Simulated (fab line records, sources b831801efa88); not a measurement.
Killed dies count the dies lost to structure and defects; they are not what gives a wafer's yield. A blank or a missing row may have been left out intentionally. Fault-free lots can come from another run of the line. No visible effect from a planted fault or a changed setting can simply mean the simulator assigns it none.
A struck lot beside a sound one / flow sky130 / 15 out of 708 route steps
Sound: these wafers, L372.2, L372.5, L372.6. Struck: wafers L381.2, L381.4, L381.5. The cause is named last.
At each step with rows: each side's tool, then ch and its chambers, then its first start. Under that, the readings that differ: sound wafers / struck wafers / difference of the means / sigmas: that difference in standard deviations of wafers without a fault.
alike: a reading whose means differ by less than 2 such deviations, as well as words and numbers matching on both sides. not compared: withheld readings; readings where some wafer has no value; bounds like >300 that might hide an equal value; numbers whose values overlap and for which the record gives no deviation.
The two part at a step that has a row with sigmas, a row that says differs or no value, or rows on one side only. Numbers that have no deviation but don't overlap get no sigmas and don't part them. A reading missing from all wafers of one side parts the sides only when that side holds two or more wafers.

first, 2 steps without rows for these wafers: SKY_METAL2_CLEAN_23 (cleans in O3/DIW); SKY_VIA2_HDPCVD_00 (deposits SiO2, target thk 1180 nm, time 196.7 s).
SKY_VIA2_THK_MEAS_01:
  sound: film_metro-04 at day 37 14:24; struck: film_metro-03 at day 40 08:14
  alike: VIA2_HDPCVD_THK
SKY_VIA2_CMP_02: polishes SiO2.
  sound on cmp-02 ch 1,2,3, day 37 14:33; struck on cmp-01 ch 0,1,2, day 40 09:19
  alike: motor_current_A
SKY_VIA2_BOW_MEAS_03:
  sound: film_metro-03 at day 37 14:46; struck: film_metro-03 at day 40 09:32
  alike: VIA2_BOW
then, 7 steps without rows for these wafers: SKY_VIA2_DEHYDRATE_04 (time 60 s); SKY_VIA2_HMDS_05 (prime time 60 s); SKY_VIA2_COAT_06 (resist thk 60 nm); SKY_VIA2_COAT_07 (resist thk 450 nm); SKY_VIA2_SOFTBAKE_08 (time 90 s); SKY_VIA2_EXPOSE_09 (exposes mask VIM2, target cd 200 nm); SKY_VIA2_PEB_10.
SKY_VIA2_DEVELOP_11: develop time 60 s.
  sound on litho_track-03 ch 0, day 38 16:00; struck on litho_track-04 ch 0, day 41 09:00
reading=developer_temp_C (C); sound=20.82 20.96 20.81; struck=22.88 23.18 23.07; difference=+2.18; sigmas=+22
SKY_VIA2_CD_MEAS_12 targets a cd of 200 nm.
  sound: cd_sem-01 at day 38 16:39; struck: cd_sem-01 at day 41 10:06
  alike: cd_nm
SKY_PAD_OPEN_PROBE_99:
  the record holds rows for the sound wafers here (prober-01, day 47 18:41) but none for the struck ones

WHERE THEY PART
First at SKY_VIA2_DEVELOP_11; last, within this record, at SKY_PAD_OPEN_PROBE_99.

WHY: the cause the simulator had injected
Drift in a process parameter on litho_track-04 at SKY_VIA2_DEVELOP_11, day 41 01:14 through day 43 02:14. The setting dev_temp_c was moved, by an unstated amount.
